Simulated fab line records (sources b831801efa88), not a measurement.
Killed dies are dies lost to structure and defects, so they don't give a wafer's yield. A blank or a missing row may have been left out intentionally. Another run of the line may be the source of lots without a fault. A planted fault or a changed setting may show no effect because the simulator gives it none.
A struck lot beside a sound one | flow sky130 | 16 steps out of a route of 708
Sound: the wafers L806.1, L806.5, L806.6. Wafers L811.1, L811.5, L811.6 were the ones struck. The cause comes at the end.
Each step with rows lists, per side, the tool, then ch with its chambers, then its first start. Under that, the readings that differ: sound wafers | struck wafers | difference of the means | sigmas: that difference in standard deviations of wafers without a fault.
alike: same words and numbers on both sides, and readings whose means sit less than 2 such deviations apart. not compared: any withheld reading, any reading some wafer has no value for, any bound like >300 that may hide the same value, and any number with overlapping values for which the record gives no deviation.
Wherever a step has rows on one side only, a row that says differs or no value, or a row with sigmas, the two part there. When numbers do not overlap yet have no deviation, they are printed without sigmas and do not part them. A reading that every wafer of one side lacks parts them only if that side has two wafers or more.

first, 4 steps without rows for these wafers: SKY_RES_XHIGH_EXPOSE_04 (exposes mask URPM, target cd 1270 nm); SKY_RES_XHIGH_PEB_05; SKY_RES_XHIGH_DEVELOP_06 (develop time 60 s); SKY_RES_XHIGH_IMPLANT_07.
SKY_RES_XHIGH_STRIP_08: strips in O2/N2.
  sound on plasmaAsher-02 ch 0,1, day 32 09:39; struck on plasmaAsher-01 ch 0,1, day 33 21:43
reading                  | sound             | struck            | difference | sigmas
stripTimeToEndpointS (s) | 14.23 14.18 14.22 | 14.34 14.32 14.35 | +0.13      | +3
  alike: drypumpMotorCurrentA, o2FlowSccm, oesProductAu
  not compared: rfHoursCounterH
SKY_RES_XHIGH_TW_MEAS_09:
  struck on filmMetro-01, day 33 21:49; sound on filmMetro-03, day 32 09:45
reading      | sound          | struck         | difference | sigmas
RES_XHIGH_TW | 1630 1624 1633 | 1680 1677 1677 | +49        | +3
then, 6 steps without rows for these wafers: SKY_SD_N_DEHYDRATE_00 (time 60 s); SKY_SD_N_HMDS_01 (prime time 60 s); SKY_SD_N_COAT_02 (resist thk 1140 nm); SKY_SD_N_SOFTBAKE_03 (time 60 s); SKY_SD_N_EXPOSE_04 (exposes mask NSDM, target cd 380 nm); SKY_SD_N_PEB_05.
SKY_SD_N_DEVELOP_06: develop time 60 s.
  sound on lithoTrack-03 ch 0, day 33 12:12; struck on lithoTrack-04 ch 0, day 34 23:31
reading            | sound             | struck            | difference | sigmas
developerTempC (C) | 23.08 23.01 23.04 | 20.80 20.73 20.67 | -2.31      | -25
  alike: chillPlateTempC
SKY_SD_N_CD_MEAS_07: target cd 380 nm.
  struck on cdSem-02, day 34 23:40; sound on cdSem-01, day 33 12:21
  alike: cdNm
  not compared: hold
SKY_SD_N_OVL_MEAS_08:
  struck on overlay-01, day 34 23:47; sound on overlay-01, day 33 12:28
  alike: SD_N_OVL
  not compared: hold
-- here the record skips 16 days between the struck wafers' starts before and after, leaving off in module SD_N and picking up in module PAD_OPEN (first step shown: number 708 of the route) --
SKY_PAD_OPEN_PROBE_99:
  struck on prober-02, day 50 20:37; sound on prober-01, day 50 02:14
reading          | sound    | struck   | difference | sigmas
killedAtContacts | 35 31 19 | 21 16 17 | -10        | -2
killedAtFrontEnd | 11 24 20 | 5 14 11  | -8         | -2
  alike: killed_at_M0_to_M3, killed_at_M4_up, killedAtOther, killedDies, killedOpen, killedShort

WHERE THEY PART
Last at SKY_PAD_OPEN_PROBE_99 as far as this record goes, first at SKY_RES_XHIGH_STRIP_08.

WHY: what the simulator had put in
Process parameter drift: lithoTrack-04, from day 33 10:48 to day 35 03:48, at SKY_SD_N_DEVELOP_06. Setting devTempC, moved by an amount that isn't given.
